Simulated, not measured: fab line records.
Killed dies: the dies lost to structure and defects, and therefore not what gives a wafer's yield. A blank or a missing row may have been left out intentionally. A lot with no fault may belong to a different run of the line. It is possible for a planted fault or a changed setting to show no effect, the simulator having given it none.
A lot that was struck, set against a sound lot / flow sky130 / 22 steps out of a route of 708
Sound: wafers L860.2, L860.5, L860.6. Struck: wafers L864.2, L864.3, L864.4. At the end, the cause is stated.
Order at every step that has rows: each side's tool, ch and its chambers, its first start. Under that, the readings that differ: sound wafers / struck wafers / difference of the means / sigmas: that difference in standard deviations of wafers without a fault.
alike: same words and numbers on both sides, and readings whose means sit less than 2 such deviations apart. not compared: any withheld reading, any reading some wafer has no value for, any bound like >300 that may hide the same value, and any number with overlapping values for which the record gives no deviation.
Wherever a step has rows on one side only, a row that says differs or no value, or a row with sigmas, the two part there. Non-overlapping numbers with no deviation appear without sigmas and do not part them. Lack of a reading on every wafer of one side parts them only where that side has two or more wafers.

first, 1 step without rows for these wafers: SKY_LOCAL_INTERCONNECT_CLEAN_18 (cleans in O3/DIW).
SKY_CONTACT_CVD_00: deposits Si3N4, target thk 75 nm.
  sound on pecvd-03 ch 0,1, day 31 09:14; struck on pecvd-02 ch 0,2, day 32 19:59
  alike: heater power outer w, heater power w
SKY_CONTACT_THK_MEAS_01:
  struck on film metro-01, day 32 20:02; sound on film metro-02, day 31 09:17
reading=CONTACT_CVD_00_THK (nm); sound=75.9 78.1 77.1; struck=73.3 74.1 74.4; difference=-3.1; sigmas=-3
then, 1 step without rows for these wafers: SKY_CONTACT_HDPCVD_02 (deposits SiO2, target thk 565 nm, time 94.2 s).
SKY_CONTACT_THK_MEAS_03:
  struck on film metro-02, day 32 20:10; sound on film metro-01, day 31 09:25
  alike: CONTACT_HDPCVD_THK
SKY_CONTACT_CMP_04: polishes SiO2.
  sound on cmp-01 ch 0,2,3, day 31 09:34; struck on cmp-02 ch 0,1,3, day 32 20:28
  alike: head pressure psi, motor current A, time to endpoint s
SKY_CONTACT_BOW_MEAS_05:
  struck on film metro-02, day 32 20:47; sound on film metro-04, day 31 09:47
  alike: CONTACT_BOW
then, 5 steps without rows for these wafers: SKY_CONTACT_DEHYDRATE_06 (time 60 s); SKY_CONTACT_HMDS_07 (prime time 60 s); SKY_CONTACT_COAT_08 (resist thk 60 nm); SKY_CONTACT_COAT_09 (resist thk 450 nm); SKY_CONTACT_SOFTBAKE_10 (time 90 s).
SKY_CONTACT_EXPOSE_11: exposes mask CTM1, target cd 170 nm.
  sound on krf scanner-01 ch 0, day 31 23:20; struck on krf scanner-01 ch 0, day 33 10:26
reading=exposure dose mJ cm2; sound=38.03 38.03 38.04; struck=36.00 35.96 35.89; difference=-2.08; sigmas=-51
  alike: mask
then, 2 steps without rows for these wafers: SKY_CONTACT_PEB_12; SKY_CONTACT_DEVELOP_13 (develop time 60 s).
SKY_CONTACT_CD_MEAS_14 targets a cd of 170 nm.
  struck on cd sem-02, day 33 23:40; sound on cd sem-02, day 32 12:31
reading=cd nm (nm); sound=169.2 168.4 169.4; struck=161.1 161.7 161.8; difference=-7.5; sigmas=-5
  not compared: hold
SKY_CONTACT_OVL_MEAS_15:
  struck on overlay-01, day 34 05:45; sound on overlay-02, day 32 12:37
reading=hold; sound=- - -; struck=await dispo/6.0h/release await dispo/6.0h/release await dispo/6.0h/release; difference=no value on the sound wafers; sigmas=
  alike: CONTACT_OVL
SKY_CONTACT_ETCH_16: etches BARC in N2/H2, stops on SiO2, time 45.9 s, target depth 60 nm.
  sound on rie diel-03 ch 2,3, day 32 12:39; struck on rie diel-03 ch 0,1,2, day 34 05:47
reading=model.CONTACT.cd nm (nm); sound=169.7 169.8 169.6; struck=161.6 161.7 162.5; difference=-7.8; sigmas=
  alike: drypump motor current A, n2 flow sccm, oes product au, throttle valve pct
  not compared: rf hours counter h
SKY_CONTACT_ETCH_17: etches SiO2 in C4F8/O2/Ar, stops on Si3N4, target depth 340 nm.
  sound on rie diel-03 ch 2,3, day 32 12:41; struck on rie diel-03 ch 0,1,2, day 34 05:50
  alike: oes product au
SKY_CONTACT_ETCH_18: etches Si3N4 in CHF3/O2, stops on TiN, time 39 s, target depth 75 nm.
  sound: rie diel-03 ch 2,3; struck: rie diel-03 ch 0,1,2
reading=oes product au (a.u.); sound=0.861 0.879 0.869; struck=0.844 0.846 0.856; difference=-0.021; sigmas=-3
reading=model.CONTACT.cd nm (nm); sound=169.8 169.8 169.7; struck=160.9 161.3 162.4; difference=-8.2; sigmas=
  alike: drypump motor current A, throttle valve pct
  not compared: rf hours counter h
SKY_CONTACT_STRIP_19: strips in O2/N2.
  sound on plasma asher-04 ch 0,1, day 32 12:47; struck on plasma asher-02 ch 0,1, day 34 05:55
reading=drypump motor current A (A); sound=4.8 4.7 5.4; struck=6.0 6.1 6.6; difference=+1.3; sigmas=+2
  alike: n2 flow sccm, oes product au, strip time to endpoint s
  not compared: rf hours counter h
-- the record jumps here: 13 days lie between the struck wafers' starts before and after (it left off in module CONTACT and takes up again in module PAD_OPEN, whose first step shown is number 708 of the route) --
SKY_PAD_OPEN_PROBE_99:
  struck on prober-01, day 47 16:21; sound on prober-01, day 46 15:11
reading=model.etest.mcon chain.rc ohm; sound=16.15 16.22 16.5; struck=18.01 17.78 17.43; difference=+1.45; sigmas=
  alike: killed_at_M0_to_M3, killed_at_M4_up, killed at contacts, killed at front end, killed at other, killed dies, killed open, killed short

## WHERE THEY PART
Last at SKY_CONTACT_STRIP_19 as far as this record goes, first at SKY_CONTACT_THK_MEAS_01. Later steps at which nothing parts them and some readings are alike: SKY_PAD_OPEN_PROBE_99.

WHY: what had been put in by the simulator
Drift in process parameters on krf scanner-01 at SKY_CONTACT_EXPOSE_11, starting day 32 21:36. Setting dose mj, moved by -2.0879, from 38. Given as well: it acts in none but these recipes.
